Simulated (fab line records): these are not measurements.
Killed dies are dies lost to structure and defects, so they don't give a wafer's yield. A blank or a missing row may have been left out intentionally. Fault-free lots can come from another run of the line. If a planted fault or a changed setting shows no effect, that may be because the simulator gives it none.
Which tool is to blame?    flow sky130    45 wafers from 15 lots sampled at 3 of the route's 708 steps

## WHAT THE GAUGES SHOWED, per wafer
SKY_LDD_N_TW_MEAS_17.
lot   measured      on             LDD_N_TW
L554  day 17 16:58  film-metro-01  2637 2634 2636
L556  day 18 05:33  film-metro-01  2620 2613 2632
L558  day 19 03:32  film-metro-01  2609 2611 2613
L559  day 20 00:55  film-metro-01  2633 2627 2634
L560  day 20 03:41  film-metro-04  2401 2400 2396
L561  day 20 09:22  film-metro-01  2493 2471 2491
L562  day 20 16:35  film-metro-02  2440 2448 2453
L565  day 21 22:02  film-metro-04  2561 2567 2550
L568  day 22 22:02  film-metro-02  2611 2602 2613
L570  day 23 20:05  film-metro-04  2547 2548 2545
L571  day 24 04:07  film-metro-02  2602 2619 2613
L574  day 25 04:40  film-metro-01  2619 2624 2615
L575  day 25 11:50  film-metro-02  2602 2614 2610
L576  day 25 20:29  film-metro-02  2590 2620 2582
L577  day 26 00:34  film-metro-04  2554 2548 2545

## WHAT TOOL EACH LOT RAN ON (gives the tool, then ch and the chambers of the sampled wafers, and finally the start)
lot   SKY_LDD_N_IMPLANT_10             SKY_LDD_N_STRIP_16
L554  implanter-01 ch 0, day 17 16:01  plasma-asher-02 ch 0,1, day 17 16:52
L556  implanter-01 ch 0, day 18 04:33  plasma-asher-03 ch 0,1, day 18 05:27
L558  implanter-03 ch 0, day 19 02:34  plasma-asher-03 ch 0,1, day 19 03:26
L559  implanter-02 ch 0, day 19 23:56  plasma-asher-03 ch 1, day 20 00:48
L560  implanter-03, day 20 02:41       plasma-asher-03 ch 0,1, day 20 03:35
L561  implanter-03, day 20 08:23       plasma-asher-04 ch 0,1, day 20 09:15
L562  implanter-01, day 20 15:37       plasma-asher-04 ch 0,1, day 20 16:29
L565  implanter-03 ch 0, day 21 21:04  plasma-asher-04 ch 0,1, day 21 21:56
L568  implanter-02 ch 0, day 22 21:02  plasma-asher-02 ch 0,1, day 22 21:56
L570  implanter-03 ch 0, day 23 19:05  plasma-asher-02 ch 0,1, day 23 19:59
L571  implanter-01 ch 0, day 24 03:07  plasma-asher-04 ch 0,1, day 24 04:01
L574  implanter-01 ch 0, day 25 03:40  plasma-asher-02 ch 0,1, day 25 04:34
L575  implanter-02 ch 0, day 25 10:53  plasma-asher-03 ch 0,1, day 25 11:44
L576  implanter-01 ch 0, day 25 19:29  plasma-asher-03 ch 0,1, day 25 20:23
L577  implanter-01 ch 0, day 25 23:34  plasma-asher-02 ch 0,1, day 26 00:28
- SKY_LDD_N_IMPLANT_10
- SKY_LDD_N_STRIP_16: strips in O2/N2.

## WHAT THE TOOLS THEMSELVES READ (means of the sampled wafers that have a number; where no wafer has one, the mark that the record gives instead)
SKY_LDD_N_IMPLANT_10.
lot   tool          beam-energy-keV  beam-on-s (s)
L554  implanter-01  20.006           10.18
L556  implanter-01  19.995           9.94
L558  implanter-03  20.010           9.90
L559  implanter-02  20.001           9.95
L560  implanter-03  -                -
L561  implanter-03  -                -
L562  implanter-01  -                -
L565  implanter-03  19.998           9.92
L568  implanter-02  19.996           9.89
L570  implanter-03  20.008           9.89
L571  implanter-01  20.003           9.92
L574  implanter-01  20.006           9.95
L575  implanter-02  19.998           9.76
L576  implanter-01  20.005           10.00
L577  implanter-01  20.004           10.09

SKY_LDD_N_STRIP_16.
lot   tool             drypump-motor-current-A (A)  oes-product-au (a.u.)  strip-time-to-endpoint-s (s)
L554  plasma-asher-02  5.5                          0.409                  4.300
L556  plasma-asher-03  6.2                          0.404                  4.338
L558  plasma-asher-03  6.2                          0.405                  4.305
L559  plasma-asher-03  5.9                          0.405                  4.321
L560  plasma-asher-03  6.4                          0.409                  4.155
L561  plasma-asher-04  5.2                          0.409                  4.177
L562  plasma-asher-04  5.1                          0.411                  4.136
L565  plasma-asher-04  5.2                          0.405                  4.315
L568  plasma-asher-02  5.5                          0.406                  4.302
L570  plasma-asher-02  5.5                          0.410                  4.316
L571  plasma-asher-04  5.2                          0.408                  4.319
L574  plasma-asher-02  5.5                          0.408                  4.315
L575  plasma-asher-03  6.4                          0.402                  4.321
L576  plasma-asher-03  6.2                          0.407                  4.318
L577  plasma-asher-02  5.5                          0.408                  4.314

## THE ANSWER, worked out from the rows above alone
Rule: the lots themselves supply what counts as usual. Put in order of their means at a reading, lots are off if they are a third of the lots or fewer, leave a main group of 4 or more, and stand apart from it by a gap of 3 or more times the standard deviation of the main group's means; of several such gaps the widest counts. If all means in a main group match to the digits the tables above print for the reading, that group is not used. A lot without any number at a reading at which 4 lots or more have one is off too. Any other lot the step has rows for is counted as sound. Order of review: gauges by route order, followed by the tools' own readings, for which a lot's mean as printed above is used. The first step at which some lot is off is used, and at that step the reading that is off furthest; a lot without a number counts as furthest.
Off: L560, L561, L562, at SKY_LDD_N_IMPLANT_10 (beam-energy-keV). Without a number there: L560, L561, L562. The main group: mean 20.003, standard deviation 0.0047.
If a tool, at that step or one of the process steps before it, ran each lot that is off and ran no sound lot following the first of them, it fits. None of those tried fits.

## WHAT THE SIMULATOR HAD PUT IN
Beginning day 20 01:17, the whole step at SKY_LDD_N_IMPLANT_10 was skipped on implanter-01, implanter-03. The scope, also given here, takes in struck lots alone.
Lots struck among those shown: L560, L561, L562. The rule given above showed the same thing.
